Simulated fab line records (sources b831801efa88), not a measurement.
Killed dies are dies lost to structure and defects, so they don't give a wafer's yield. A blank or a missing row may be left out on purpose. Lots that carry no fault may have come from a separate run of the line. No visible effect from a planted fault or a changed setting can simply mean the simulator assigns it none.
Which tool was responsible?    flow gf180mcu    14 lots with 42 wafers sampled at 5 steps, on a route of 602 steps

## WHAT EACH GAUGE READ, for each wafer
GF_STI_BOW_MEAS_00. Usual: for INCOMING_BOW the level is 0 um and the standard deviation is 6.7.
lot   measured     on             INCOMING_BOW (um)  flag
L374  day 1 10:01  film_metro-01  -9 -4 -7           
L375  day 1 15:00  film_metro-03  0 -5 2             
L377  day 2 01:00  film_metro-02  10 -11 19          
L378  day 2 06:00  film_metro-01  1 -3 13            
L379  day 2 11:00  film_metro-02  -4 -12 16          
L381  day 2 21:00  film_metro-03  7 1 4              
L382  day 3 02:00  film_metro-01  3 -11 -16          
L383  day 3 07:04  film_metro-01  -5 -2 -8           
L384  day 3 12:01  film_metro-03  -11 6 6            
L391  day 4 23:00  film_metro-01  -7 -9 -3           
L392  day 5 04:01  film_metro-02  -5 6 -1            
L394  day 5 14:00  film_metro-02  4 -3 -12           
L396  day 6 00:02  film_metro-02  -3 -14 4           
L397  day 6 05:01  film_metro-03  1 7 -2             

GF_STI_THK_MEAS_22. Usual: for STI_OXIDATION_01_THK the level is 15.0 nm and the standard deviation is 0.32.
lot   measured     on             STI_OXIDATION_01_THK (nm)  flag
L374  day 2 04:57  film_metro-02  14.7 14.7 14.6             
L375  day 2 10:02  film_metro-02  14.6 14.4 14.9             
L377  day 2 20:57  film_metro-02  14.7 14.5 14.8             
L378  day 3 03:56  film_metro-03  14.3 14.7 14.8             
L379  day 3 08:07  film_metro-03  14.8 14.7 14.8             
L381  day 3 16:23  film_metro-01  15.3 15.1 15.3             
L382  day 3 23:28  film_metro-02  15.2 15.0 15.1             
L383  day 4 03:10  film_metro-01  15.3 15.1 14.9             
L384  day 4 05:28  film_metro-02  15.0 14.9 15.1             
L391  day 5 18:52  film_metro-01  - - -                      OFF
L392  day 6 02:24  film_metro-03  - - -                      OFF
L394  day 6 13:05  film_metro-01  15.5 15.3 15.1             
L396  day 6 23:18  film_metro-02  15.5 15.5 15.6             
L397  day 7 05:20  film_metro-02  14.8 14.7 14.9             

GF_DNWELL_TW_MEAS_09. Usual: for DNWELL_TW the level is 1353 and the standard deviation is 13.
lot   measured     on             DNWELL_TW       flag
L374  day 2 21:41  film_metro-01  1351 1343 1351  
L375  day 3 06:01  film_metro-02  1354 1352 1356  
L377  day 3 16:49  film_metro-04  1364 1374 1370  
L378  day 3 20:07  film_metro-01  1343 1354 1352  
L379  day 3 23:52  film_metro-04  1351 1363 1354  
L381  day 4 15:37  film_metro-01  1357 1355 1353  
L382  day 4 16:37  film_metro-02  1344 1343 1345  
L383  day 4 19:34  film_metro-04  1383 1378 1377  
L384  day 4 22:17  film_metro-01  1354 1361 1365  
L394  day 7 07:40  film_metro-02  1351 1352 1353  
L396  day 7 19:28  film_metro-02  1353 1356 1346  
L397  day 8 01:01  film_metro-04  1366 1369 1363  

GF_LVPWELL_TW_MEAS_11. Usual: for LVPWELL_TW the level is 564 and the standard deviation is 5.
lot   measured     on             LVPWELL_TW   flag
L374  day 3 22:55  film_metro-04  565 568 567  
L375  day 4 08:51  film_metro-04  566 568 565  
L377  day 4 20:03  film_metro-04  570 567 570  
L378  day 5 00:09  film_metro-03  562 558 564  
L379  day 5 04:36  film_metro-01  563 564 560  
L381  day 5 21:45  film_metro-01  558 558 559  
L382  day 5 22:06  film_metro-03  557 558 561  
L383  day 6 01:11  film_metro-03  553 554 556  
L384  day 6 04:57  film_metro-03  558 556 552  
L394  day 8 17:35  film_metro-04  565 564 566  
L396  day 9 06:07  film_metro-04  566 569 565  
L397  day 9 12:06  film_metro-04  571 568 570  

## WHAT TOOL EACH LOT RAN ON (gives the tool, then ch and the chambers of the sampled wafers, and finally the start)
lot   GF_STI_CVD_03
L374  lpcvd-02 ch 0, day 1 12:23
L375  lpcvd-01 ch 0, day 1 16:37
L377  lpcvd-01 ch 0, day 2 02:44
L378  lpcvd-01 ch 0, day 2 07:34
L379  lpcvd-02 ch 1, day 2 16:56
L381  lpcvd-01 ch 1, day 2 23:09
L382  lpcvd-01 ch 0, day 3 05:23
L383  lpcvd-02 ch 1, day 3 09:14
L384  lpcvd-01 ch 0, day 3 13:38
L391  lpcvd-01 ch 1, day 5 00:37
L392  lpcvd-01 ch 1, day 5 06:16
L394  lpcvd-02 ch 1, day 5 17:08
L396  lpcvd-01 ch 0, day 6 03:50
L397  lpcvd-02 ch 1, day 6 07:10
- GF_STI_CVD_03: deposits Si3N4 from DCS/NH3, target thk 207.16 nm, time 3551 s.

## WHAT THE TOOLS THEMSELVES READ (means of the sampled wafers that have a number; where no wafer has one, the mark that the record gives instead)
GF_STI_CVD_03. Usual: pressure_mtorr 250.0 mTorr, standard deviation 0.49; spike_tc_bottom_C 789.3 C, standard deviation 2.8.
lot   tool      pressure_mtorr (mTorr)  spike_tc_bottom_C (C)  flag
L374  lpcvd-02  249.7                   793.1                  
L375  lpcvd-01  250.4                   789.2                  
L377  lpcvd-01  250.2                   790.2                  
L378  lpcvd-01  250.2                   790.7                  
L379  lpcvd-02  250.1                   788.4                  
L381  lpcvd-01  249.5                   786.3                  
L382  lpcvd-01  250.4                   790.4                  
L383  lpcvd-02  249.5                   788.5                  
L384  lpcvd-01  250.3                   789.3                  
L391  lpcvd-01  -                       -                      OFF
L392  lpcvd-01  -                       -                      OFF
L394  lpcvd-02  250.0                   788.8                  
L396  lpcvd-01  249.6                   790.9                  
L397  lpcvd-02  249.7                   787.6                  

## THE ANSWER, worked out from the rows above alone
Rule: lot off if the mean of its wafers having a number is beyond 3 standard deviations from the usual mean. A lot without any number at a reading at which 4 lots or more have one is off too. The other lots that the step has rows for count as sound. First the gauges in route order, then the tools' own readings, where a lot's mean is used as printed above. The first step at which some lot is off is used, and at that step the reading that is off furthest; a lot without a number counts as furthest.
Off: L391, L392, seen at GF_STI_THK_MEAS_22 (STI_OXIDATION_01_THK). Without a number there: L391, L392.
A tool fits if, at a process step before that reading, it ran every lot that is off, and no sound lot after the first of them. The gauges at GF_STI_THK_MEAS_22 aren't tried: what is off there is off at GF_STI_CVD_03 too, on other tools, and a gauge's error can't cause that. Not one of the candidates tried fits.

## WHAT THE SIMULATOR PUT IN
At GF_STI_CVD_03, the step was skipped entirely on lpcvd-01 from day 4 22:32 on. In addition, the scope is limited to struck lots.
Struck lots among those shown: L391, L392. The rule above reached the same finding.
